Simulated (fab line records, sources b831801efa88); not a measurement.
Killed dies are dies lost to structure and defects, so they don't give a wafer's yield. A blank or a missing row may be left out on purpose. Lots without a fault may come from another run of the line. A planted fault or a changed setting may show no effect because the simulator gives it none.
A struck lot beside a sound one | flow sfq_line | 13 steps out of a route of 325
Sound: wafers L210.2, L210.3, L210.4. Struck: wafer L217.5. (L217.4, L217.6 of the same lot were not struck and are left out.) The cause comes at the end.
At each step with rows: each side's tool, then ch and its chambers, then its first start. Under that, the readings that differ: sound wafers | struck wafers | difference of the means | sigmas: that difference in standard deviations of wafers without a fault.
alike: readings whose means differ by less than 2 such deviations, and words and numbers that are the same on both sides. not compared: withheld readings, readings that some wafer has no value for, bounds like >300 that may hide the same value, and numbers for which the record gives no deviation and whose values overlap.
The two part at a step that has a row with sigmas, a row that says differs or no value, or rows on one side only. Numbers that don't overlap but have no deviation are shown without sigmas and don't part them. A reading that every wafer of one side lacks parts them only if that side has two wafers or more.

SFQ_TRILAYER_M7_DEP_SPUTTER_175: material Nb, target thk 200 nm, time 133.3 s.
  sound on pvd_sputter-05, day 72 21:59; struck on pvd_sputter-05, day 74 13:42
  alike: throttle_valve_pct
SFQ_M7_RS_MEAS_943: measures by four-point-probe.
  sound on film_metro-01, day 72 22:06; struck on film_metro-04, day 74 13:51
  alike: M7_NB_RS
then, 6 steps without rows for these wafers: SFQ_TRILAYER_M7_LITHO_COAT_182 (resist thk 62 nm); SFQ_TRILAYER_M7_LITHO_COAT_177 (resist thk 600 nm); SFQ_TRILAYER_M7_LITHO_SOFTBAKE_181; SFQ_TRILAYER_M7_LITHO_EXPOSE_178 (exposes mask M7, target cd 500 nm); SFQ_TRILAYER_M7_LITHO_PEB_180 (peb time 60 s); SFQ_TRILAYER_M7_LITHO_DEVELOP_179 (time 60 s).
SFQ_M7_OVL_MEAS_945:
  sound on overlay-01, day 73 01:14; struck on overlay-02, day 76 03:48
  alike: M7_OVL
SFQ_TRILAYER_M7_BARC_OPEN_METAL_ETCH_229: etches BARC in O2, target depth 125 nm, time 41.7 s.
  sound on rie_metal-03 ch 0,1, day 73 01:16; struck on rie_metal-02 ch 1, day 76 03:50
  alike: drypump_motor_current_A, oes_product_au
  not compared: rf_hours_counter_h
SFQ_TRILAYER_M7_ETCH_METAL_ETCH_180: etches Nb in Cl2/Ar, stops on SiO2, target depth 240 nm, time 120 s.
  sound on rie_metal-03 ch 0,1, day 73 01:20; struck on rie_metal-02 ch 1, day 76 03:55
  alike: drypump_motor_current_A, oes_product_au
  not compared: rf_hours_counter_h
SFQ_TRILAYER_M7_STRIP_STRIP_181: strips in O2.
  sound on rie_metal-03 ch 0,1, day 73 01:28; struck on rie_metal-02 ch 1, day 76 04:13
  reading                        | sound             | struck | difference | sigmas
  chamber_pressure_mTorr (mTorr) | 50.08 49.96 49.96 | 39.99  | -10.01     | -99 or more
  oes_product_au (a.u.)          | 1.017 1.011 1.002 | 0.976  | -0.034     | -4
  alike: drypump_motor_current_A
  not compared: rf_hours_counter_h
then, 1 step without rows for these wafers: SFQ_TRILAYER_M7_STRIP_SOLV_CLEAN_182 (cleans in NMP, time 600 s).

WHERE THEY PART
Only at SFQ_TRILAYER_M7_STRIP_STRIP_181, within this record.

WHY: what the simulator had put in
Process parameter drift: rie_metal-02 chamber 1, from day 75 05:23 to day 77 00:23, at SFQ_TRILAYER_M7_STRIP_STRIP_181. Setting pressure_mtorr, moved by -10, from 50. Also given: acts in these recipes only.
